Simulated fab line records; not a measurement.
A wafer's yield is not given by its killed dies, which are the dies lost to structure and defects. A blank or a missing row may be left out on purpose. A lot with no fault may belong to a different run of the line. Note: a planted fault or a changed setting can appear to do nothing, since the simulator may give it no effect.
Which tool did it? / flow sky130 / 12 lots, 36 wafers sampled, at 5 steps of a route of 708

== WHAT THE GAUGES READ, wafer by wafer ==
Not one reading of a measure or inspect step in the record can be checked against a usual standard deviation.

== WHICH TOOL RAN EACH LOT (tool, then ch and the chambers of the sampled wafers, then the start) ==
lot=L432; SKY_SONOS_ONO_CVD_04=lpcvd-03 ch 0, day 11 08:00; SKY_METAL4_ETCH_16=rieMetal-02 ch 0,1, day 41 04:47; SKY_METAL5_SPUTTER_00=pvdSputter-04, day 42 06:53; SKY_PAD_OPEN_STRIP_08=plasmaAsher-02 ch 0,1, day 45 03:14; SKY_PAD_OPEN_PROBE_99=-
lot=L433; SKY_SONOS_ONO_CVD_04=lpcvd-03 ch 0, day 11 16:14; SKY_METAL4_ETCH_16=rieMetal-02 ch 0,1, day 41 18:34; SKY_METAL5_SPUTTER_00=pvdSputter-01, day 42 20:25; SKY_PAD_OPEN_STRIP_08=plasmaAsher-03 ch 0,1, day 45 15:23; SKY_PAD_OPEN_PROBE_99=-
lot=L434; SKY_SONOS_ONO_CVD_04=lpcvd-03 ch 1, day 12 01:46; SKY_METAL4_ETCH_16=rieMetal-02 ch 0,1, day 42 03:55; SKY_METAL5_SPUTTER_00=pvdSputter-03, day 43 06:31; SKY_PAD_OPEN_STRIP_08=plasmaAsher-02 ch 0,1, day 45 23:57; SKY_PAD_OPEN_PROBE_99=-
lot=L436; SKY_SONOS_ONO_CVD_04=lpcvd-03 ch 1, day 13 01:04; SKY_METAL4_ETCH_16=rieMetal-03 ch 0,1, day 42 23:38; SKY_METAL5_SPUTTER_00=pvdSputter-01, day 44 01:41; SKY_PAD_OPEN_STRIP_08=plasmaAsher-02 ch 0,1, day 46 16:50; SKY_PAD_OPEN_PROBE_99=-
lot=L438; SKY_SONOS_ONO_CVD_04=lpcvd-03 ch 0, day 13 09:58; SKY_METAL4_ETCH_16=rieMetal-03 ch 0, day 43 07:50; SKY_METAL5_SPUTTER_00=pvdSputter-01, day 44 09:07; SKY_PAD_OPEN_STRIP_08=plasmaAsher-03 ch 0,1, day 47 00:48; SKY_PAD_OPEN_PROBE_99=prober-01, day 47 03:04
lot=L439; SKY_SONOS_ONO_CVD_04=lpcvd-03 ch 1, day 13 18:29; SKY_METAL4_ETCH_16=rieMetal-03 ch 0,1, day 43 14:20; SKY_METAL5_SPUTTER_00=pvdSputter-04, day 44 15:35; SKY_PAD_OPEN_STRIP_08=plasmaAsher-02 ch 0,1, day 47 06:37; SKY_PAD_OPEN_PROBE_99=prober-02, day 47 08:54
lot=L441; SKY_SONOS_ONO_CVD_04=lpcvd-03 ch 1, day 14 21:47; SKY_METAL4_ETCH_16=rieMetal-01 ch 0,1, day 44 18:43; SKY_METAL5_SPUTTER_00=pvdSputter-04, day 45 18:22; SKY_PAD_OPEN_STRIP_08=plasmaAsher-02 ch 0,1, day 47 23:48; SKY_PAD_OPEN_PROBE_99=prober-02, day 48 02:06
lot=L444; SKY_SONOS_ONO_CVD_04=lpcvd-03 ch 0, day 16 01:15; SKY_METAL4_ETCH_16=rieMetal-03 ch 0,1, day 45 09:41; SKY_METAL5_SPUTTER_00=pvdSputter-01, day 46 09:41; SKY_PAD_OPEN_STRIP_08=plasmaAsher-03 ch 0, day 48 15:53; SKY_PAD_OPEN_PROBE_99=prober-01, day 48 18:14
lot=L445; SKY_SONOS_ONO_CVD_04=lpcvd-03 ch 1, day 16 19:32; SKY_METAL4_ETCH_16=rieMetal-01 ch 0,1, day 46 00:26; SKY_METAL5_SPUTTER_00=pvdSputter-03, day 47 04:04; SKY_PAD_OPEN_STRIP_08=plasmaAsher-02 ch 0,1, day 49 08:53; SKY_PAD_OPEN_PROBE_99=prober-02, day 49 11:10
lot=L453; SKY_SONOS_ONO_CVD_04=lpcvd-03 ch 1, day 19 05:04; SKY_METAL4_ETCH_16=rieMetal-02 ch 0,1, day 47 15:59; SKY_METAL5_SPUTTER_00=pvdSputter-01, day 48 15:07; SKY_PAD_OPEN_STRIP_08=plasmaAsher-03 ch 0, day 50 17:48; SKY_PAD_OPEN_PROBE_99=-
lot=L454; SKY_SONOS_ONO_CVD_04=lpcvd-03 ch 0, day 19 05:04; SKY_METAL4_ETCH_16=rieMetal-01 ch 0, day 47 16:19; SKY_METAL5_SPUTTER_00=pvdSputter-03, day 48 16:02; SKY_PAD_OPEN_STRIP_08=plasmaAsher-02 ch 0,1, day 50 20:09; SKY_PAD_OPEN_PROBE_99=-
lot=L455; SKY_SONOS_ONO_CVD_04=lpcvd-03 ch 0, day 20 02:42; SKY_METAL4_ETCH_16=rieMetal-02 ch 0,1, day 48 00:22; SKY_METAL5_SPUTTER_00=pvdSputter-03, day 48 21:13; SKY_PAD_OPEN_STRIP_08=plasmaAsher-02 ch 0,1, day 51 01:03; SKY_PAD_OPEN_PROBE_99=-
- SKY_SONOS_ONO_CVD_04: deposits SiO2 from SiH4/N2O, target thk 5.7199 nm.
- SKY_METAL4_ETCH_16: etches BARC in N2/H2, stops on SiO2, time 88.2 s, target depth 60 nm.
- SKY_METAL5_SPUTTER_00: material Ti, target thk 15 nm, time 10 s.
- SKY_PAD_OPEN_STRIP_08: strips in O2/N2.
- SKY_PAD_OPEN_PROBE_99

== AS READ BY THE TOOLS THEMSELVES (means over the sampled wafers that have a number; for cases with no such wafer, the mark the record gives instead) ==
SKY_SONOS_ONO_CVD_04.
lot=L432; tool=lpcvd-03; pressureMtorr (mTorr)=398.7; spikeTcBottomC (C)=913.7
lot=L433; tool=lpcvd-03; pressureMtorr (mTorr)=399.7; spikeTcBottomC (C)=913.3
lot=L434; tool=lpcvd-03; pressureMtorr (mTorr)=399.9; spikeTcBottomC (C)=917.2
lot=L436; tool=lpcvd-03; pressureMtorr (mTorr)=400.7; spikeTcBottomC (C)=916.9
lot=L438; tool=lpcvd-03; pressureMtorr (mTorr)=399.9; spikeTcBottomC (C)=913.4
lot=L439; tool=lpcvd-03; pressureMtorr (mTorr)=399.2; spikeTcBottomC (C)=917.7
lot=L441; tool=lpcvd-03; pressureMtorr (mTorr)=399.7; spikeTcBottomC (C)=916.4
lot=L444; tool=lpcvd-03; pressureMtorr (mTorr)=399.3; spikeTcBottomC (C)=913.7
lot=L445; tool=lpcvd-03; pressureMtorr (mTorr)=402.0; spikeTcBottomC (C)=917.3
lot=L453; tool=lpcvd-03; pressureMtorr (mTorr)=400.2; spikeTcBottomC (C)=917.9
lot=L454; tool=lpcvd-03; pressureMtorr (mTorr)=401.2; spikeTcBottomC (C)=912.9
lot=L455; tool=lpcvd-03; pressureMtorr (mTorr)=399.6; spikeTcBottomC (C)=913.1

SKY_METAL4_ETCH_16.
lot=L432; tool=rieMetal-02; drypumpMotorCurrentA (A)=5.9; h2FlowSccm (sccm)=199.9; oesProductAu (a.u.)=0.632; throttleValvePct (%)=13.202
lot=L433; tool=rieMetal-02; drypumpMotorCurrentA (A)=5.8; h2FlowSccm (sccm)=200.3; oesProductAu (a.u.)=0.624; throttleValvePct (%)=13.205
lot=L434; tool=rieMetal-02; drypumpMotorCurrentA (A)=5.9; h2FlowSccm (sccm)=199.8; oesProductAu (a.u.)=0.628; throttleValvePct (%)=13.200
lot=L436; tool=rieMetal-03; drypumpMotorCurrentA (A)=6.0; h2FlowSccm (sccm)=199.4; oesProductAu (a.u.)=0.628; throttleValvePct (%)=13.206
lot=L438; tool=rieMetal-03; drypumpMotorCurrentA (A)=6.2; h2FlowSccm (sccm)=200.7; oesProductAu (a.u.)=0.628; throttleValvePct (%)=13.200
lot=L439; tool=rieMetal-03; drypumpMotorCurrentA (A)=6.0; h2FlowSccm (sccm)=199.5; oesProductAu (a.u.)=0.631; throttleValvePct (%)=13.202
lot=L441; tool=rieMetal-01; drypumpMotorCurrentA (A)=6.0; h2FlowSccm (sccm)=199.2; oesProductAu (a.u.)=0.628; throttleValvePct (%)=13.213
lot=L444; tool=rieMetal-03; drypumpMotorCurrentA (A)=6.0; h2FlowSccm (sccm)=200.1; oesProductAu (a.u.)=0.625; throttleValvePct (%)=13.209
lot=L445; tool=rieMetal-01; drypumpMotorCurrentA (A)=6.2; h2FlowSccm (sccm)=200.3; oesProductAu (a.u.)=0.627; throttleValvePct (%)=13.208
lot=L453; tool=rieMetal-02; drypumpMotorCurrentA (A)=6.0; h2FlowSccm (sccm)=200.4; oesProductAu (a.u.)=0.626; throttleValvePct (%)=13.200
lot=L454; tool=rieMetal-01; drypumpMotorCurrentA (A)=6.4; h2FlowSccm (sccm)=199.4; oesProductAu (a.u.)=0.631; throttleValvePct (%)=13.209
lot=L455; tool=rieMetal-02; drypumpMotorCurrentA (A)=5.9; h2FlowSccm (sccm)=200.1; oesProductAu (a.u.)=0.620; throttleValvePct (%)=13.204

SKY_METAL5_SPUTTER_00.
lot=L432; tool=pvdSputter-04; throttleValvePct (%)=29.4
lot=L433; tool=pvdSputter-01; throttleValvePct (%)=30.5
lot=L434; tool=pvdSputter-03; throttleValvePct (%)=29.9
lot=L436; tool=pvdSputter-01; throttleValvePct (%)=30.6
lot=L438; tool=pvdSputter-01; throttleValvePct (%)=30.1
lot=L439; tool=pvdSputter-04; throttleValvePct (%)=30.6
lot=L441; tool=pvdSputter-04; throttleValvePct (%)=29.8
lot=L444; tool=pvdSputter-01; throttleValvePct (%)=29.6
lot=L445; tool=pvdSputter-03; throttleValvePct (%)=29.4
lot=L453; tool=pvdSputter-01; throttleValvePct (%)=30.0
lot=L454; tool=pvdSputter-03; throttleValvePct (%)=29.8
lot=L455; tool=pvdSputter-03; throttleValvePct (%)=29.9

SKY_PAD_OPEN_STRIP_08.
lot=L432; tool=plasmaAsher-02; drypumpMotorCurrentA (A)=5.5; oesProductAu (a.u.)=0.658; stripTimeToEndpointS (s)=36.95
lot=L433; tool=plasmaAsher-03; drypumpMotorCurrentA (A)=6.0; oesProductAu (a.u.)=0.660; stripTimeToEndpointS (s)=37.23
lot=L434; tool=plasmaAsher-02; drypumpMotorCurrentA (A)=5.7; oesProductAu (a.u.)=0.659; stripTimeToEndpointS (s)=37.06
lot=L436; tool=plasmaAsher-02; drypumpMotorCurrentA (A)=5.7; oesProductAu (a.u.)=0.663; stripTimeToEndpointS (s)=36.88
lot=L438; tool=plasmaAsher-03; drypumpMotorCurrentA (A)=5.9; oesProductAu (a.u.)=0.666; stripTimeToEndpointS (s)=36.95
lot=L439; tool=plasmaAsher-02; drypumpMotorCurrentA (A)=5.5; oesProductAu (a.u.)=0.665; stripTimeToEndpointS (s)=36.93
lot=L441; tool=plasmaAsher-02; drypumpMotorCurrentA (A)=5.5; oesProductAu (a.u.)=0.666; stripTimeToEndpointS (s)=37.12
lot=L444; tool=plasmaAsher-03; drypumpMotorCurrentA (A)=6.2; oesProductAu (a.u.)=0.664; stripTimeToEndpointS (s)=37.21
lot=L445; tool=plasmaAsher-02; drypumpMotorCurrentA (A)=5.5; oesProductAu (a.u.)=0.660; stripTimeToEndpointS (s)=37.12
lot=L453; tool=plasmaAsher-03; drypumpMotorCurrentA (A)=6.2; oesProductAu (a.u.)=0.667; stripTimeToEndpointS (s)=37.14
lot=L454; tool=plasmaAsher-02; drypumpMotorCurrentA (A)=5.5; oesProductAu (a.u.)=0.664; stripTimeToEndpointS (s)=37.00
lot=L455; tool=plasmaAsher-02; drypumpMotorCurrentA (A)=5.7; oesProductAu (a.u.)=0.660; stripTimeToEndpointS (s)=37.20

SKY_PAD_OPEN_PROBE_99.
lot=L438 tool=prober-01 killed_at_M0_to_M3=46 killed_at_M4_up=3.3 killedAtContacts=25 killedAtFrontEnd=11 killedAtOther=1.0 killedDies=86 killedOpen=49 killedShort=37
lot=L439 tool=prober-02 killed_at_M0_to_M3=43 killed_at_M4_up=4.3 killedAtContacts=17 killedAtFrontEnd=18 killedAtOther=0.3 killedDies=83 killedOpen=46 killedShort=37
lot=L441 tool=prober-02 killed_at_M0_to_M3=41 killed_at_M4_up=3.7 killedAtContacts=26 killedAtFrontEnd=16 killedAtOther=0.7 killedDies=87 killedOpen=46 killedShort=41
lot=L444 tool=prober-01 killed_at_M0_to_M3=37 killed_at_M4_up=3.7 killedAtContacts=20 killedAtFrontEnd=49 killedAtOther=0.0 killedDies=109 killedOpen=39 killedShort=37
lot=L445 tool=prober-02 killed_at_M0_to_M3=38 killed_at_M4_up=3.3 killedAtContacts=22 killedAtFrontEnd=72 killedAtOther=0.3 killedDies=137 killedOpen=40 killedShort=40

== THE ANSWER, worked out from the rows above alone ==
Rule: the usual values come from the lots themselves. Put in order of their means at a reading, lots are off if they are a third of the lots or fewer, leave a main group of 4 or more, and stand apart from it by a gap of 3 or more times the standard deviation of the main group's means; of several such gaps the widest counts. A main group is skipped when, at the precision printed for the reading in the tables above, its means are all equal. A lot without any number at a reading at which 4 lots or more have one is off too. Where the step has rows for the other lots, those lots are counted as sound. Order of review: gauges by route order, followed by the tools' own readings, for which a lot's mean as printed above is used. At the first step where some lot is off, the reading lying furthest off is the one used; lots without a number count as furthest.
Nothing can be told from this: no lot is off at any reading shown.

== WHAT THE SIMULATOR HAD INSERTED ==
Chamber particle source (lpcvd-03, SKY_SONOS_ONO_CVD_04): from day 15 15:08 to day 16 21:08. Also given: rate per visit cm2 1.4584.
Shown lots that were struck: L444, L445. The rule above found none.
